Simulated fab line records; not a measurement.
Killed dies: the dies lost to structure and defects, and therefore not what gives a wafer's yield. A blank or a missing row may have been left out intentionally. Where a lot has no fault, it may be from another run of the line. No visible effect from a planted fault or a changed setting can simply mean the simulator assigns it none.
A lot that was struck, set against a sound lot ; flow sky130 ; 17 steps out of a route of 708
Sound: the wafers L805.2, L805.3, L805.4. Struck: wafers L811.2, L811.4, L811.5. The cause is given at the end.
Order at every step that has rows: each side's tool, ch and its chambers, its first start. Under that, the readings that differ: sound wafers ; struck wafers ; difference of the means ; sigmas: that difference in standard deviations of wafers without a fault.
alike: same words and numbers on both sides, and readings whose means sit less than 2 such deviations apart. not compared: any withheld reading, any reading some wafer has no value for, any bound like >300 that may hide the same value, and any number with overlapping values for which the record gives no deviation.
The two part at a step that has a row with sigmas, a row that says differs or no value, or rows on one side only. Numbers that have no deviation but don't overlap get no sigmas and don't part them. Lack of a reading on every wafer of one side parts them only where that side has two or more wafers.

first, 1 step without rows for these wafers: SKY_VT_ADJUST_LVTN_IMPLANT_19.
SKY_VT_ADJUST_LVTN_STRIP_20: strips in O2/N2.
  sound on plasma-asher-02 ch 0,1, day 8 00:45; struck on plasma-asher-02 ch 0,1, day 10 08:12
  alike: chamber-pressure-mTorr, drypump-motor-current-A, oes-product-au, strip-time-to-endpoint-s
  not compared: rf-hours-counter-h
SKY_VT_ADJUST_LVTN_TW_MEAS_21:
  sound on film-metro-03 at day 8 00:52; struck on film-metro-02 at day 10 08:19
  alike: VT_ADJUST_LVTN_2_TW
then, 7 steps without rows for these wafers: SKY_VT_ADJUST_NCORE_DEHYDRATE_00 (time 60 s); SKY_VT_ADJUST_NCORE_HMDS_01 (prime time 60 s); SKY_VT_ADJUST_NCORE_COAT_02 (resist thk 1140 nm); SKY_VT_ADJUST_NCORE_SOFTBAKE_03 (time 60 s); SKY_VT_ADJUST_NCORE_EXPOSE_04 (exposes mask LVTN COMPLEMENT THIN, target cd 380 nm); SKY_VT_ADJUST_NCORE_PEB_05; SKY_VT_ADJUST_NCORE_DEVELOP_06 (develop time 60 s).
SKY_VT_ADJUST_NCORE_CD_MEAS_07: target cd 380 nm.
  sound on cd-sem-02 at day 8 21:38; struck on cd-sem-02 at day 11 06:53
reading;sound;struck;difference;sigmas
cd-nm (nm);376.7 380.1 377.7;386.5 384.5 383.1;+6.5;+3
SKY_VT_ADJUST_NCORE_OVL_MEAS_08:
  sound on overlay-02 at day 8 21:45; struck on overlay-01 at day 11 06:59
  alike: VT_ADJUST_NCORE_OVL
SKY_VT_ADJUST_NCORE_IMPLANT_09:
  sound on implanter-01 ch 0, day 8 21:48; struck on implanter-01 ch 0, day 11 07:03
reading;sound;struck;difference;sigmas
dose-ions-cm2;2.3964e+12 2.3998e+12 2.3938e+12;2.7801e+12 2.7795e+12 2.7739e+12;+3.8117e+11;+99 or more
faraday-current-uA;13.61 13.81 13.93;15.90 15.50 16.00;+2.02;+8
SKY_VT_ADJUST_NCORE_STRIP_10: strips in O2/N2.
  sound on plasma-asher-01 ch 0,1, day 8 21:56; struck on plasma-asher-02 ch 0,1, day 11 07:10
  alike: chamber-pressure-mTorr, drypump-motor-current-A, oes-product-au, strip-time-to-endpoint-s
  not compared: rf-hours-counter-h
SKY_VT_ADJUST_NCORE_TW_MEAS_11:
  sound on film-metro-03 at day 8 22:02; struck on film-metro-04 at day 11 07:17
reading;sound;struck;difference;sigmas
VT_ADJUST_NCORE_TW;220.5 220.1 220.6;229.7 227.4 229.1;+8.3;+9
then, 1 step without rows for these wafers: SKY_VT_ADJUST_HVTR_DEHYDRATE_00 (time 60 s).
-- a jump in the record: the struck wafers' starts before and after are 36 days apart (it breaks off in module VT_ADJUST_HVTR and resumes in module PAD_OPEN, where the first step shown is number 708 of the route) --
SKY_PAD_OPEN_PROBE_99:
  sound on prober-01 at day 45 15:17; struck on prober-02 at day 47 18:20
reading;sound;struck;difference;sigmas
killed-open;61 60 56;43 35 51;-16;-2
model.etest.nfet_16v.r-on-ohm-um;1.412e+04 1.418e+04 1.413e+04;1.469e+04 1.477e+04 1.492e+04;+6.500e+02;
model.etest.pfet-g5v0d10v5.r-on-ohm-um;4728 4837 4794;4452 4475 4496;-312;
model.etest.res-pwell-under-gate.rs-ohm-sq;2304 2294 2282;2244 2232 2244;-53;
model.etest.pfet-g5v0d10v5.drive-ua-um;347.1 337.3 339.4;368.7 366.5 363.7;+25.0;
model.etest.pfet_16v.drive-ua-um;244.5 247.9 247.6;261.2 263.9 257.3;+14.1;
model.etest.nfet_16v.drive-ua-um;223 221.8 223.9;214.8 214.8 208.4;-10.2;
  alike: killed_at_M0_to_M3, killed_at_M4_up, killed-at-contacts, killed-at-front-end, killed-at-other, killed-dies, killed-short
  not compared: model.etest.nfet-g5v0d10v5.r-on-ohm-um, model.etest.nfet-g5v0d10v5.drive-ua-um

## WHERE THEY PART
First at SKY_VT_ADJUST_NCORE_CD_MEAS_07; last, within this record, at SKY_PAD_OPEN_PROBE_99.

WHY: whatever the simulator had introduced
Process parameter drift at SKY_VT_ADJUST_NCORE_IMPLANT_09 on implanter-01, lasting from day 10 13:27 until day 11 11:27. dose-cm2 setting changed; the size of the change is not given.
